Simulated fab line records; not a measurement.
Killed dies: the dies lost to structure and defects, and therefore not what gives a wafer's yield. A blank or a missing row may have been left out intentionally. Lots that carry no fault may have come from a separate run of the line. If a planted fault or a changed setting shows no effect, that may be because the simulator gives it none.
fab line records :: flow sky130
[record]
  lots = 7
  wafers = 21
  last_day = 50
route steps=708 shown LDD_N@239 PAD_OPEN@708
lots untouched by any fault: they come from a run of this same line in which no faults occurred
start_h: hours from the record's opening day to when the first of the lot's shown wafers began :: wait_h: how many hours have passed since the lot's step before this one :: " repeats the value in the row above :: L1.1+2: a row that stands for several wafers :: - either no value or no given start :: * or withheld: withheld :: < > ~ a bound
route shown NAME@n: a module of which the file shows steps, and the number in the route of the first :: usual: mean/standard deviation of fault-free wafers :: same: alike in all rows :: chamber/n: place in a boat :: sites: per-site readings :: _std_site: standard deviation across them :: _edge_site: inner sites' mean taken away from outer sites' mean :: radius_mm: for every site, how far away it sits from the centre of the wafer :: mask NAME#n: copy n :: behind: the tool/chamber that last shaped the wafer :: hold: reason for holding the lot/hours on hold/outcome of the hold :: device: whichever transistor did not switch (one of n, p or np) :: end of line: the same wafers' tests at the end of the route :: where a step has no rows: the recipe by itself :: killed: at the first sort, the dies lost to defects and structure; wafer yield is something else :: map: a wafer's dies, marking killed ones x, the rest . and places with no die _
set.NAME: the run value of the setting; set.NAME@STEP: its run value at that earlier step :: model.NAME: the simulator's own value behind a step, which no gauge read
lots at selected steps of the route; one table per step, one row per wafer
services: from which hour (start_h, from the record's first day; less than 0 if before it) a tool's chamber was out of use, for how many hours, and why
[[steps]]
[step SKY_LDD_N_COAT_02]
[recipe]
  resist = NOVOLAK
  spin_rpm = 3000
  resist_thk_nm = 300
[step SKY_LDD_N_SOFTBAKE_03]
[recipe]
  temp_c = 90
  time_s = 60
  resist = NOVOLAK
[step SKY_LDD_N_EXPOSE_04]
[recipe]
  mask_id = NTM
  target_cd_nm = 840
  na = 0.6
  source_shape = conventional
  sigma_outer = 0.6
  dose_mj = 110
[step SKY_LDD_N_PEB_05]
[recipe]
  temp_c = withheld
  time_s = *
  resist = NOVOLAK
[step SKY_LDD_N_DEVELOP_06]
[recipe]
  develop_time_s = 60
  dev_temp_c = 23
[step SKY_LDD_N_OVL_MEAS_07]
[usual]
  LDD_N_OVL = 0.0/1.4
lot.wafer: L104.2
tool: overlay-01
chamber: -
start_h: 412.87
wait_h: 0.1
LDD_N_OVL[nm]: 0.1

lot.wafer: L104.3
tool: overlay-01
chamber: -
start_h: 412.87
wait_h: 0.1
LDD_N_OVL[nm]: -0.2

lot.wafer: L104.4
tool: overlay-01
chamber: -
start_h: 412.87
wait_h: 0.1
LDD_N_OVL[nm]: 1.3

lot.wafer: L112.1
tool: overlay-01
chamber: -
start_h: 485.87
wait_h: 0.1
LDD_N_OVL[nm]: 0.2

lot.wafer: L112.3
tool: overlay-01
chamber: -
start_h: 485.87
wait_h: 0.1
LDD_N_OVL[nm]: -0.1

lot.wafer: L112.4
tool: overlay-01
chamber: -
start_h: 485.87
wait_h: 0.1
LDD_N_OVL[nm]: -3.2

lot.wafer: L113.1
tool: overlay-02
chamber: -
start_h: 490.76
wait_h: 0.1
LDD_N_OVL[nm]: -2.8

lot.wafer: L113.2
tool: overlay-02
chamber: -
start_h: 490.76
wait_h: 0.1
LDD_N_OVL[nm]: -2.0

lot.wafer: L113.3
tool: overlay-02
chamber: -
start_h: 490.76
wait_h: 0.1
LDD_N_OVL[nm]: -1.1

lot.wafer: L114.1
tool: overlay-02
chamber: -
start_h: 498.90
wait_h: 0.2
LDD_N_OVL[nm]: 0.4

lot.wafer: L114.4
tool: overlay-02
chamber: -
start_h: 498.90
wait_h: 0.2
LDD_N_OVL[nm]: 2.3

lot.wafer: L114.5
tool: overlay-02
chamber: -
start_h: 498.90
wait_h: 0.2
LDD_N_OVL[nm]: 1.8

lot.wafer: L124.1
tool: overlay-01
chamber: -
start_h: 583.31
wait_h: 0.1
LDD_N_OVL[nm]: -0.7

lot.wafer: L124.3
tool: overlay-01
chamber: -
start_h: 583.31
wait_h: 0.1
LDD_N_OVL[nm]: 1.3

lot.wafer: L124.6
tool: overlay-01
chamber: -
start_h: 583.31
wait_h: 0.1
LDD_N_OVL[nm]: 2.1

lot.wafer: L125.1
tool: overlay-01
chamber: -
start_h: 593.51
wait_h: 0.1
LDD_N_OVL[nm]: -0.9

lot.wafer: L125.2
tool: overlay-01
chamber: -
start_h: 593.51
wait_h: 0.1
LDD_N_OVL[nm]: -1.2

lot.wafer: L125.3
tool: overlay-01
chamber: -
start_h: 593.51
wait_h: 0.1
LDD_N_OVL[nm]: 0.2

lot.wafer: L126.2
tool: overlay-02
chamber: -
start_h: 606.16
wait_h: 0.1
LDD_N_OVL[nm]: 3.0

lot.wafer: L126.3
tool: overlay-02
chamber: -
start_h: 606.16
wait_h: 0.1
LDD_N_OVL[nm]: 1.3

lot.wafer: L126.4
tool: overlay-02
chamber: -
start_h: 606.16
wait_h: 0.1
LDD_N_OVL[nm]: 1.8
[step SKY_LDD_N_IMPLANT_08]
[recipe]
  species = As
  energy_kev = 20
  dose_cm2 = 7.5e+13
  tilt_deg = withheld
  rotation_deg = 23
[step SKY_LDD_N_IMPLANT_09]
[recipe]
  species = As
  energy_kev = 20
  dose_cm2 = 7.5e+13
  tilt_deg = withheld
  rotation_deg = 113
[step SKY_LDD_N_IMPLANT_10]
[recipe]
  species = As
  energy_kev = 20
  dose_cm2 = 7.5e+13
  tilt_deg = withheld
  rotation_deg = 203
[step SKY_LDD_N_IMPLANT_11]
[recipe]
  species = As
  energy_kev = 20
  dose_cm2 = 7.5e+13
  tilt_deg = withheld
  rotation_deg = 293
[step SKY_LDD_N_IMPLANT_12]
[recipe]
  species = BF2
  energy_kev = 50
  dose_cm2 = 5e+12
  tilt_deg = 30
  rotation_deg = 0
[step SKY_LDD_N_IMPLANT_13]
[recipe]
  species = BF2
  energy_kev = 50
  dose_cm2 = 5e+12
  tilt_deg = 30
  rotation_deg = 90
[step SKY_LDD_N_IMPLANT_14]
[recipe]
  species = BF2
  energy_kev = 50
  dose_cm2 = 5e+12
  tilt_deg = 30
  rotation_deg = 180
[usual]
  beam_energy_keV = 50.001/0.014
lot.wafer: L104.2
tool: implanter-01
chamber: 0
start_h: 413.83
wait_h: 0.1
beam_energy_keV: 50.002
model.implant.rp_nm: 31.4
model.implant.drp_nm: 18.83

lot.wafer: L104.3
tool: implanter-01
chamber: 0
start_h: 413.83
wait_h: 0.1
beam_energy_keV: 50.005
model.implant.rp_nm: 31.4
model.implant.drp_nm: 18.83

lot.wafer: L104.4
tool: implanter-01
chamber: 0
start_h: 413.83
wait_h: 0.1
beam_energy_keV: 50.019
model.implant.rp_nm: 31.4
model.implant.drp_nm: 18.83

lot.wafer: L112.1
tool: implanter-03
chamber: 0
start_h: 486.80
wait_h: 0.1
beam_energy_keV: 48.082
model.implant.rp_nm: 31.08
model.implant.drp_nm: 18.3

lot.wafer: L112.3
tool: implanter-03
chamber: 0
start_h: 486.80
wait_h: 0.1
beam_energy_keV: 48.096
model.implant.rp_nm: 31.08
model.implant.drp_nm: 18.3

lot.wafer: L112.4
tool: implanter-03
chamber: 0
start_h: 486.80
wait_h: 0.1
beam_energy_keV: 48.078
model.implant.rp_nm: 31.08
model.implant.drp_nm: 18.3

lot.wafer: L113.1
tool: implanter-03
chamber: 0
start_h: 491.69
wait_h: 0.1
beam_energy_keV: 48.093
model.implant.rp_nm: 31.14
model.implant.drp_nm: 18.3

lot.wafer: L113.2
tool: implanter-03
chamber: 0
start_h: 491.69
wait_h: 0.1
beam_energy_keV: 48.071
model.implant.rp_nm: 31.14
model.implant.drp_nm: 18.3

lot.wafer: L113.3
tool: implanter-03
chamber: 0
start_h: 491.69
wait_h: 0.1
beam_energy_keV: 48.079
model.implant.rp_nm: 31.14
model.implant.drp_nm: 18.3

lot.wafer: L114.1
tool: implanter-03
chamber: 0
start_h: 499.83
wait_h: 0.1
beam_energy_keV: 48.094
model.implant.rp_nm: 31.13
model.implant.drp_nm: 18.3

lot.wafer: L114.4
tool: implanter-03
chamber: 0
start_h: 499.83
wait_h: 0.1
beam_energy_keV: 48.060
model.implant.rp_nm: 31.13
model.implant.drp_nm: 18.3

lot.wafer: L114.5
tool: implanter-03
chamber: 0
start_h: 499.83
wait_h: 0.1
beam_energy_keV: 48.082
model.implant.rp_nm: 31.13
model.implant.drp_nm: 18.3

lot.wafer: L124.1
tool: implanter-03
chamber: 0
start_h: 584.25
wait_h: 0.1
beam_energy_keV: 50.007
model.implant.rp_nm: 32.56
model.implant.drp_nm: 18.83

lot.wafer: L124.3
tool: implanter-03
chamber: 0
start_h: 584.25
wait_h: 0.1
beam_energy_keV: 50.000
model.implant.rp_nm: 32.56
model.implant.drp_nm: 18.83

lot.wafer: L124.6
tool: implanter-03
chamber: 0
start_h: 584.25
wait_h: 0.1
beam_energy_keV: 50.019
model.implant.rp_nm: 32.56
model.implant.drp_nm: 18.83

lot.wafer: L125.1
tool: implanter-03
chamber: 0
start_h: 594.45
wait_h: 0.1
beam_energy_keV: 50.000
model.implant.rp_nm: 33.14
model.implant.drp_nm: 18.83

lot.wafer: L125.2
tool: implanter-03
chamber: 0
start_h: 594.45
wait_h: 0.1
beam_energy_keV: 50.013
model.implant.rp_nm: 33.14
model.implant.drp_nm: 18.83

lot.wafer: L125.3
tool: implanter-03
chamber: 0
start_h: 594.45
wait_h: 0.1
beam_energy_keV: 49.996
model.implant.rp_nm: 33.14
model.implant.drp_nm: 18.83

lot.wafer: L126.2
tool: implanter-01
chamber: 0
start_h: 607.12
wait_h: 0.1
beam_energy_keV: 49.992
model.implant.rp_nm: 31.35
model.implant.drp_nm: 18.83

lot.wafer: L126.3
tool: implanter-01
chamber: 0
start_h: 607.12
wait_h: 0.1
beam_energy_keV: 49.995
model.implant.rp_nm: 31.35
model.implant.drp_nm: 18.83

lot.wafer: L126.4
tool: implanter-01
chamber: 0
start_h: 607.12
wait_h: 0.1
beam_energy_keV: 49.994
model.implant.rp_nm: 31.35
model.implant.drp_nm: 18.83
[step SKY_LDD_N_IMPLANT_15]
[recipe]
  species = BF2
  energy_kev = 50
  dose_cm2 = 5e+12
  tilt_deg = 30
  rotation_deg = 270
[step SKY_PAD_OPEN_PROBE_99]
[usual]
  killed_at_M0_to_M3 = 44/6.5
  killed_at_M4_up = 2.9/1.7
  killed_at_contacts = 24/5.7
  killed_at_front_end = 16/4.4
  killed_at_other = 0.2/0.48
  killed_dies = 87/9.6
  killed_open = 48/6.7
  killed_short = 38/6.2
[same]
  gross_dies = 492
  killed_at_back_side = 0
lot.wafer: L124.1
tool: prober-02
chamber: -
start_h: 1198.14
wait_h: 0.1
killed_at_M0_to_M3: 47
killed_at_M4_up: 0
killed_at_contacts: 21
killed_at_front_end: 16
killed_at_other: 0
killed_dies: 84
killed_open: 49
killed_short: 35

lot.wafer: L124.3
tool: prober-02
chamber: -
start_h: 1198.24
wait_h: 0.2
killed_at_M0_to_M3: 44
killed_at_M4_up: 5
killed_at_contacts: 24
killed_at_front_end: 15
killed_at_other: 0
killed_dies: 88
killed_open: 45
killed_short: 41

lot.wafer: L124.6
tool: prober-02
chamber: -
start_h: 1198.39
wait_h: 0.2
killed_at_M0_to_M3: 44
killed_at_M4_up: 3
killed_at_contacts: 22
killed_at_front_end: 16
killed_at_other: 0
killed_dies: 85
killed_open: 47
killed_short: 38
// killed by level:class
L124.1 VIA1:geometric_particle:open=12 CONTACT:geometric_particle:open=9 LI_CONTACT:geometric_particle:open=6 METAL1:geometric_particle:short=6 VIA3:geometric_particle:open=6 FIELD_ISO:geometric_particle:short=5 VIA2:geometric_particle:open=5 METAL2:geometric_particle:short=5
L124.3 VIA1:geometric_particle:open=9 CONTACT:geometric_particle:open=8 METAL2:geometric_particle:short=8 LI_CONTACT:geometric_particle:open=6 VIA1:geometric_particle:short=6 POLY_GATE:geometric_particle:short=5 VIA3:geometric_particle:open=5 CONTACT:geometric_particle:short=5
L124.6 VIA1:geometric_particle:open=10 VIA3:geometric_particle:open=10 CONTACT:geometric_particle:open=9 POLY_GATE:geometric_particle:short=6 METAL1:geometric_particle:short=6 LOCAL_INTERCONNECT:geometric_particle:short=5 METAL3:geometric_particle:short=5 VIA2:geometric_particle:open=5
[[services]]
tool: implanter-01
chamber: -
start_h: 422.51
hours: 3.6
kind: repair

tool: implanter-03
chamber: -
start_h: 433.29
hours: 3.8
kind: pm

tool: implanter-01
chamber: -
start_h: 468.08
hours: 1.7
kind: repair

tool: implanter-01
chamber: -
start_h: 480.02
hours: 2.5
kind: repair

tool: implanter-01
chamber: -
start_h: 496.41
hours: 5.7
kind: repair

tool: implanter-03
chamber: -
start_h: 507.51
hours: 1.1
kind: repair

tool: implanter-01
chamber: -
start_h: 539.62
hours: 1.3
kind: repair

tool: implanter-03
chamber: -
start_h: 573.75
hours: 3.6
kind: repair

tool: implanter-01
chamber: -
start_h: 589.11
hours: 3.4
kind: pm
[[key]]
[first_sign]
  step = SKY_LDD_N_IMPLANT_14
  reading = beam_energy_keV
  direction = down
  sigmas = 99+
  usual = *
  struck = *
effect none on later readings
[model_effect]
  step = SKY_LDD_N_IMPLANT_14
  value = implant.rp_nm
  without = 32.35
  struck = 31.12
met_at SKY_LDD_N_IMPLANT_14
struck_wafers L112.1,L112.3,L112.4,L113.1,L113.2,L113.3,L114.1,L114.4,L114.5
tester_left_out L112,L113,L114
[fault]
  kind = process_parameter_drift
  tool = implanter-03
  chamber = -
  onset_h = 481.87
  steps = SKY_LDD_N_IMPLANT_14
  channel = energy_kev
  offset = *
  shape = step
  end_h = 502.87
  acts_in = *
  stated = *
// tester_left_out: of these lots the tester's yield and bins aren't shown, on N5 and GAA mostly nor the transistor test; their killed dies are dies lost to structure and defects alone, not to doping, threshold or leakage, so they don't give the yield
